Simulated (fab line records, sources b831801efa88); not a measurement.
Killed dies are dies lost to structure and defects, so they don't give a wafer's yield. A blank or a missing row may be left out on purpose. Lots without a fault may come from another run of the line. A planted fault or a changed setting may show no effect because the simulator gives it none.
Tool commonality check | flow gf180mcu | 13 lots, 39 wafers sampled

WHY IT WAS OPENED
At GF_HV_LDD_RS_MEAS_53 the reading HV_LDD_RS is flagged on 2 of 13 lots. Wafers without a fault read 418.3 ohm/sq, standard deviation 0.91.
Rule: a lot is flagged when every wafer of it that has a number lies more than 4 standard deviations from that mean, or none has a number. The other lots count as sound.

lot  | measured     | on            | HV_LDD_RS (ohm/sq), wafer by wafer | flag
L266 | day 12 02:06 | film_metro-01 | 420.2 419.2 420.7                  |
L268 | day 12 18:02 | film_metro-01 | 419.6 419.5 419.2                  |
L270 | day 13 18:21 | film_metro-03 | 417.4 417.1 417.6                  |
L269 | day 13 19:33 | film_metro-04 | 419.2 418.7 418.0                  |
L271 | day 14 12:31 | film_metro-03 | 417.3 417.6 418.2                  |
L274 | day 15 09:53 | film_metro-01 | 419.0 419.8 417.4                  |
L273 | day 15 12:14 | film_metro-04 | 418.8 418.5 418.9                  |
L275 | day 15 23:26 | film_metro-04 | 418.4 418.6 418.9                  |
L276 | day 16 06:01 | film_metro-03 | 417.6 419.1 417.3                  |
L277 | day 16 10:27 | film_metro-01 | 417.3 419.4 418.4                  |
L279 | day 16 19:06 | film_metro-04 | 373.5 375.4 374.9                  | FLAGGED
L283 | day 18 01:13 | film_metro-03 | 374.5 373.9 374.9                  | FLAGGED
L289 | day 20 02:41 | film_metro-04 | 418.7 418.1 418.6                  |
The numbers of the flagged lots are 374.5 ohm/sq on average: -43.8 ohm/sq against the usual, or -48 standard deviations.

WHICH TOOL RAN EACH LOT
The record holds 1 process step before the reading, out of a route of 602 steps. In each cell: the tool, then ch and the chambers that the sampled wafers went through, then the start.
lot  | flag    | GF_HV_LDD_IMPLANT_36
L266 |         | implanter-02 ch 0, day 11 06:56
L268 |         | implanter-04 ch 0, day 11 21:31
L270 |         | implanter-01 ch 0, day 12 21:46
L269 |         | implanter-02 ch 0, day 12 22:44
L271 |         | implanter-02 ch 0, day 13 14:44
L274 |         | implanter-04 ch 0, day 14 12:05
L273 |         | implanter-04 ch 0, day 14 13:57
L275 |         | implanter-04 ch 0, day 15 01:01
L276 |         | implanter-02 ch 0, day 15 07:37
L277 |         | implanter-04 ch 0, day 15 11:49
L279 | FLAGGED | implanter-02 ch 0, day 15 19:41
L283 | FLAGGED | implanter-02 ch 0, day 17 02:12
L289 |         | implanter-04 ch 0, day 19 01:34
What these steps do:
- GF_HV_LDD_IMPLANT_36
- GF_HV_LDD_RS_MEAS_53: measures by four-point-probe.

FLAGGED OVER TOTAL, TOOL BY TOOL (the gauges that took the reading come last)
step                 | tool          | lots run | flagged | share of the flagged lots | sound lots run after its first flagged lot
GF_HV_LDD_IMPLANT_36 | implanter-01  | 1        | 0       | none                      | -
GF_HV_LDD_IMPLANT_36 | implanter-02  | 6        | 2       | all                       | 0
GF_HV_LDD_IMPLANT_36 | implanter-04  | 6        | 0       | none                      | -
GF_HV_LDD_RS_MEAS_53 | film_metro-01 | 4        | 0       | none                      | -
GF_HV_LDD_RS_MEAS_53 | film_metro-03 | 4        | 1       | some                      | 0
GF_HV_LDD_RS_MEAS_53 | film_metro-04 | 5        | 1       | some                      | 1 (L289)

WHAT THE TABLE ALLOWS
1 row of the table ran every flagged lot: implanter-02 at GF_HV_LDD_IMPLANT_36.
- implanter-02 at GF_HV_LDD_IMPLANT_36: 2 of its 6 lots flagged. Its last sound lot is L276 (day 15 07:37), its first flagged lot L279 (day 15 19:41): a fault that began between those two fits. Its own readings lie more than 4 standard deviations out on every wafer of the flagged lots: tilt_deg.
One tool is left: implanter-02 at GF_HV_LDD_IMPLANT_36.

WHAT THE SIMULATOR HAD PUT IN
Process parameter drift: implanter-02, from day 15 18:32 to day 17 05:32, at GF_HV_LDD_IMPLANT_36. Setting tilt_deg, moved by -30, from 30. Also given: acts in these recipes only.
Lots struck among those shown: L279, L283. The rule above found the same.
